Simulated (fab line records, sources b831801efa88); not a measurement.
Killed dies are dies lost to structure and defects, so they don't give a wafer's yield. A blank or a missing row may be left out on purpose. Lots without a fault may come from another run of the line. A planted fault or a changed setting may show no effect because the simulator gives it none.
Split-lot experiment | flow gf180mcu | 5 lots, 23 wafers read, on a route of 602 steps

THE SPLIT
At GF_V5_CVD_00 (deposits SiO2, target thk 300 nm, time 50 s), the setting sih4_flow_sccm was moved away from the recipe's 60 sccm on 11 of the 23 wafers read, by -13.5% to +8.6%. The other wafers ran this setting at the recipe's value.

The file shows no step between the split and the reading.

THE READING
V5_CVD_00_THK, in nm, at GF_V5_THK_MEAS_01. Fault-free wafers of this fab line usually give 300 nm, standard deviation 3.7 nm.

wafer  | tool, chamber at the split | sih4_flow_sccm as run, sccm | against the recipe | V5_CVD_00_THK, nm | against lot-mates on the recipe
L075.1 | hdpcvd-01, 2               | 65.16                       | +8.6%              | 326               | +28
L075.2 | hdpcvd-01, 1               | 65.16                       | +8.6%              | 323               | +26
L075.4 | hdpcvd-01, 2               | 65.16                       | +8.6%              | 326               | +28
L075.5 | hdpcvd-01, 1               | 60                          | recipe             | 293               | -
L075.6 | hdpcvd-01, 0               | 60                          | recipe             | 302               | -
L078.2 | hdpcvd-01, 0               | 60                          | recipe             | 304               | -
L078.4 | hdpcvd-01, 0               | 60                          | recipe             | 304               | -
L078.6 | hdpcvd-01, 2               | 60                          | recipe             | 305               | -
L077.1 | hdpcvd-02, 1               | 60                          | recipe             | 302               | -
L077.2 | hdpcvd-02, 2               | 53.58                       | -10.7%             | 271               | -30
L077.3 | hdpcvd-02, 0               | 60                          | recipe             | 299               | -
L077.4 | hdpcvd-02, 1               | 60                          | recipe             | 302               | -
L077.6 | hdpcvd-02, 0               | 53.58                       | -10.7%             | 266               | -35
L081.2 | hdpcvd-02, 1               | 51.88                       | -13.5%             | 263               | -40
L081.3 | hdpcvd-02, 0               | 51.88                       | -13.5%             | 259               | -44
L081.4 | hdpcvd-02, 0               | 51.88                       | -13.5%             | 259               | -44
L081.5 | hdpcvd-02, 1               | 60                          | recipe             | 304               | -
L081.6 | hdpcvd-02, 2               | 60                          | recipe             | 301               | -
L082.1 | hdpcvd-02, 1               | 60                          | recipe             | 302               | -
L082.2 | hdpcvd-02, 2               | 62.47                       | +4.1%              | 307               | +6
L082.3 | hdpcvd-02, 0               | 60                          | recipe             | 299               | -
L082.5 | hdpcvd-02, 2               | 62.47                       | +4.1%              | 311               | +10
L082.6 | hdpcvd-02, 1               | 62.47                       | +4.1%              | 313               | +12

THE FIT
A straight line over all 23 wafers: V5_CVD_00_THK changes by +2.92 nm for each +1% of sih4_flow_sccm; r = +0.99; the points scatter about the line by 3 nm.
The same after taking each lot's own level away (the mean of its wafers on the recipe; 23 wafers): +3.07 nm for each +1%; r = +0.99; scatter 2.5 nm.
On that fit, the largest move of sih4_flow_sccm shifts the reading by 42 nm.
The lots' own levels span 297.5 to 304.3 nm, that is 1.8 times the standard deviation above.
So the lot-to-lot level changes the slope little: the two slopes agree.
Check: with one of the wafers moved furthest among these (-13.5%) left out of the fit, the line predicts -42.5 nm for it against its lot-mates. It came out at -39.5 nm against them.

OTHER SPLITS ON THESE WAFERS
These wafers also went through other splits before the reading. Each is held against what the fit with the lots' levels taken away leaves over:
other split on the same wafers | wafers away from the commonest value | r with V5_CVD_00_THK (lot level and that fit taken away)
GF_MIM_SOFTBAKE_15 time_s      | 11                                   | +0.22
GF_M5_METAL_ETCH_10 icp_w      | 7                                    | +0.13

THE WHOLE CHAIN: every reading that the file lists as answering this split, in the file's order
step              | what it does                                | reading                                                                   | change (the file's fit)              | r (the file's)
GF_V5_CVD_00      | deposits SiO2, target thk 300 nm, time 50 s | SiO2_of_V5_CVD_00.thk_nm (the simulator's own value, which no gauge read) | +3.08 nm for each +1% of the setting | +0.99
GF_V5_THK_MEAS_01 |                                             | V5_CVD_00_THK                                                             | +3.07 for each +1% of the setting    | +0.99

THE FILE'S OWN FIT
V5_CVD_00_THK changes by +3.07 nm for each +1% of sih4_flow_sccm, r = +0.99.
